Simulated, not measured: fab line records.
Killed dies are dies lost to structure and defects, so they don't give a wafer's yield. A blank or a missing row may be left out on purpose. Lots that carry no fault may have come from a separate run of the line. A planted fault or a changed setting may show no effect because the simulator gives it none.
Code-filled problem report in 8D (eight disciplines) form | flow sky130 | the parts of the form that need people (team, actions taken, sign-off) are left out

== 1. PROBLEM STATEMENT ==
Wafers without a fault read 5.001e+11, standard deviation 4.7e+08; dose_ions_cm2 at SKY_VT_ADJUST_PCH_IMPLANT_08 reads a mean of 4.426e+11 on 6 wafers belonging to 2 lots. That is -99 or more standard deviations from the usual mean.
The first sign was on wafer L615.2 at day 15 05:14, on implanter-02. At this step, 18 wafers from 6 lots have a number in the record. Rule for "out" (also "out of limits"): further than 4 standard deviations from the usual mean. The rest of the wafers with a number are treated as sound.

== 2. WHAT IT IS, WHAT IT ISN'T ==
question                    | is                     | is not
which readings at this step | dose_ions_cm2          | -
which lots                  | L615, L617             | L602, L607, L620, L621
which wafers of those lots  | all that have a number | -
read on which tools         | implanter-02           | implanter-01
when                        | from day 15 05:14      | up to then (6 sound wafers); but 6 sound wafers of L620, L621 came after

== 3. SUSPECTS, AND WHAT RULES EACH OUT ==
Counting: a tool at a process step up to the reading stays a suspect if it ran every lot that is out and no sound lot after the first of them.
- implanter-02 at SKY_VT_ADJUST_PCH_IMPLANT_08: kept. All lots that are out passed through it, beginning with L615 at day 15 05:14, and no sound lot followed; its final sound lot before that point was L607 at day 12 20:50. Out on those wafers are its own readings of dose_ions_cm2.
After counting, what remains is implanter-02 at SKY_VT_ADJUST_PCH_IMPLANT_08.

== 4. THE CAUSE (what the simulator had put in) ==
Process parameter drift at SKY_VT_ADJUST_PCH_IMPLANT_08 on implanter-02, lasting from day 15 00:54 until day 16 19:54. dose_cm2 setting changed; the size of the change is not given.
Counting left only this tool.

== 5. SEQUENCE OF EFFECTS, ordered by route ==
Each row: a reading whose mean over the struck wafers that have a number lies more than 3 standard deviations from the usual. Scope: only readings with a usual standard deviation given in the record; hours: median across lots of the time from each lot's start at the first step in this table that gives one to its start at this step; sigmas: change in usual standard deviations.
hours | step                         | reading            | usual     | on struck wafers | change     | sigmas
0     | SKY_VT_ADJUST_PCH_IMPLANT_08 | dose_ions_cm2      | 5.001e+11 | 4.426e+11        | -5.750e+10 | -99 or more
0     | SKY_VT_ADJUST_PCH_IMPLANT_08 | faraday_current_uA | 2.82      | 2.53             | -0.29      | -4.5
The process steps in it:
- SKY_VT_ADJUST_PCH_IMPLANT_08

== 6. HOW IT WOULD HAVE BEEN CAUGHT EARLIER ==
First out-of-limits reading in this record: day 15 05:14, which is 4 hours after fault onset at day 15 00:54.
